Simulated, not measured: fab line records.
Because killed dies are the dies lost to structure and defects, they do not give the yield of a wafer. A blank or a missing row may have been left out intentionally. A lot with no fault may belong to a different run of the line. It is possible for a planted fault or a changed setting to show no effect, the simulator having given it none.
Problem report, 8D (eight disciplines) form, completed by code -- flow sky130 -- the parts of the form that need people (team, actions taken, sign-off) are left out

1. PROBLEM STATEMENT
Wafers without a fault read 140.1 nm with a standard deviation of 1.3, while cd_nm at SKY_METAL2_CD_MEAS_15 averages 99.2 nm across 3 wafers of 1 lot. That puts it -31 standard deviations away from the usual mean.
The step: target cd 140 nm.
Earliest sighting: wafer L844.1 on cd_sem-01 at day 40 04:37. At this step, 33 wafers from 11 lots have a number in the record. Rule for "out" (also "out of limits"): further than 4 standard deviations from the usual mean. All remaining wafers that have a number are taken as sound.

2. WHAT IT IS, AND WHAT IT ISN'T
question,is,is not
which readings at this step,cd_nm,-
which lots,L844,"L829, L830, L831, L832, L833, L835, L836, L837, L840, L843"
which wafers of those lots,all that have a number,-
read on which gauges,cd_sem-01,cd_sem-02
when,from day 40 04:37,up to then (30 sound wafers)

3. WHAT RULES OUT EACH SUSPECT
Counting: a tool at a process step up to the reading stays a suspect if it ran every lot that is out and no sound lot after the first of them.
- the gauge at SKY_METAL2_CD_MEAS_15: ruled out. All the wafers that are out were read on cd_sem-01, but those of them that SKY_METAL2_EXPOSE_12 has rows for are out there too, on other tools.
- pvd_sputter-02 at SKY_METAL2_SPUTTER_01 (material TiN, target thk 20 nm, time 16.7 s): kept. It ran the lot that is out, L844 (day 39 03:56), and no sound lot after that; its last sound lot up to then is L831 (day 34 20:07).
- pvd_sputter-02 at SKY_METAL2_SPUTTER_04 (material TiN, target thk 70 nm, time 58.3 s): kept. It ran the lot that is out, L844 (day 39 04:00), and no sound lot after that; its last sound lot up to then is L831 (day 34 20:11).
- krf_scanner-02 at SKY_METAL2_EXPOSE_12 (exposes mask MM2, target cd 140 nm): kept. It ran the lot that is out, L844 (day 39 16:12), and no sound lot after that; its last sound lot up to then is L840 (day 38 09:11). Its own exposure_dose_mJ_cm2 readings are out on those wafers.
pvd_sputter-02 at SKY_METAL2_SPUTTER_01, pvd_sputter-02 at SKY_METAL2_SPUTTER_04 and krf_scanner-02 at SKY_METAL2_EXPOSE_12 are what is left after counting.

4. THE CAUSE (what the simulator had put in)
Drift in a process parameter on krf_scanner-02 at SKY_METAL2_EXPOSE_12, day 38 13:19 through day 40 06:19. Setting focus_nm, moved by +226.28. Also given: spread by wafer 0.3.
Counting leaves 3 suspects; this tool is one of them.

5. THE EFFECT CHAIN, in route order
Rows list readings where the struck wafers' mean (over those with a number) sits beyond 3 standard deviations from the usual. Only readings for which the record gives a usual standard deviation are gone through. hours: the time from each lot's start at the first step in this table that gives one to its start at this step, as a median over the lots. sigmas: the change in usual standard deviations.
hours,step,reading,usual,on struck wafers,change,sigmas
0,SKY_METAL2_EXPOSE_12,exposure_dose_mJ_cm2,28.000,26.176,-1.824,-65
12,SKY_METAL2_CD_MEAS_15,cd_nm,140.1 nm,99.2,-40.9,-31
247,SKY_PAD_OPEN_PROBE_99,defect_limited_yield,82.9 %,3.4,-79.5,-42
247,SKY_PAD_OPEN_PROBE_99,killed_at_M0_to_M3,42,432,+390,+62
247,SKY_PAD_OPEN_PROBE_99,killed_dies,84,475,+391,+42
247,SKY_PAD_OPEN_PROBE_99,killed_on_rim,16,84,+68,+16
247,SKY_PAD_OPEN_PROBE_99,sort_bin_5_function,10.0 %,89.9,+79.9,+57
247,SKY_PAD_OPEN_PROBE_99,sort_n_pass,408,17,-391,-42
247,SKY_PAD_OPEN_PROBE_99,sort_yield_pct,82.9 %,3.4,-79.5,-42
The process steps in it:
- SKY_METAL2_EXPOSE_12: exposes mask MM2, target cd 140 nm.
- SKY_PAD_OPEN_PROBE_99

6. WHAT WOULD HAVE CAUGHT IT SOONER
The first out-of-limits reading at a measuring or inspecting step in this record came at day 40 04:37, 39 hours after the fault's start at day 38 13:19.
The tool's own readings at SKY_METAL2_EXPOSE_12 were out on every struck wafer that the step has a row for (exposure_dose_mJ_cm2): an alarm limit on them would have fired on the first of those.
By day 40 04:37 the whole set of lots that are out, 1 in number, had already begun SKY_METAL2_EXPOSE_12 on krf_scanner-02. Tool hold at that time: it would have spared none of them.
